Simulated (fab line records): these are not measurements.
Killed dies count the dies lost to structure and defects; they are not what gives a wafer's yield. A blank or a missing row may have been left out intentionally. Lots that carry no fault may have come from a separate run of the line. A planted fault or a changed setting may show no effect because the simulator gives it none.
Chamber matching | flow sky130 | rieDiel-03 running SKY_POLY_CUT_ETCH_10: 4 sister chambers
The step etches BARC in N2/H2, stops on SiO2, time 45.9 s, target depth 60 nm. 14 wafers are shown with their chamber, then 7 later ones without.

## EACH WAFER AND ITS CHAMBER
wafer  | chamber | drypumpMotorCurrentA (A) | rfFwdPowerW (W) | throttleValvePct (%)
L796.1 | 3       | 4.7                      | 492.4           | 13.229
L796.3 | 1       | 5.8                      | 491.6           | 13.220
L796.5 | 3       | 4.7                      | 494.6           | 13.239
L797.4 | 1       | 5.8                      | 495.2           | 13.234
L797.5 | 1       | 5.8                      | 494.5           | 13.236
L797.6 | 2       | 6.1                      | 497.3           | 13.235
L803.1 | 3       | 4.7                      | 495.3           | 13.234
L803.5 | 1       | 5.8                      | 491.0           | 13.219
L803.6 | 0       | 5.4                      | 498.2           | 13.227
L804.1 | 0       | 5.5                      | 494.7           | 13.225
L804.2 | 2       | 6.1                      | 494.1           | 13.226
L804.5 | 0       | 5.4                      | 497.3           | 13.231
L806.3 | 1       | 5.8                      | 491.2           | 13.221
L806.5 | 1       | 5.8                      | 493.4           | 13.217

SIGNATURES (averages over the wafers above)
reading              | chamber 0 | chamber 1 | chamber 2 | chamber 3 | scatter within a chamber
drypumpMotorCurrentA | 5.433     | 5.800     | 6.100     | 4.700     | 0.0258
rfFwdPowerW          | 496.733   | 492.817   | 495.700   | 494.100   | 1.8
throttleValvePct     | 13.22767  | 13.22450  | 13.23050  | 13.23400  | 0.00671
Rule: for a wafer and a chamber, the distance is found by dividing, reading by reading, the gap between the wafer's reading and the chamber's mean by the reading's scatter, squaring, summing and taking the root. If the next closest chamber is less than 2 further off than the closest, the wafer can't be placed; otherwise it belongs to the closest. The scatter: take each reading less its chamber's mean, square it, sum over the shown wafers, divide by the number of wafers less the number of chambers, and take the root.

## WAFERS MISSING THEIR CHAMBER
wafer  | drypumpMotorCurrentA (A) | rfFwdPowerW (W) | throttleValvePct (%)
L806.6 | 6.1                      | 494.7           | 13.225
L809.3 | 5.5                      | 495.9           | 13.226
L809.4 | 6.1                      | 497.3           | 13.226
L809.6 | 6.1                      | 494.2           | 13.220
L812.3 | 6.1                      | 496.8           | 13.216
L812.5 | 5.5                      | 496.8           | 13.221
L812.6 | 4.7                      | 491.0           | 13.231

## EACH ONE'S CHAMBER
wafer  | from the rows above | in truth
L806.6 | 2                   | 2
L809.3 | 0                   | 0
L809.4 | 2                   | 2
L809.6 | 2                   | 2
L812.3 | 2                   | 2
L812.5 | 0                   | 0
L812.6 | 3                   | 3
Placed correctly: 7 of 7. From these rows, 0 cannot be placed. Wrongly placed: 0.
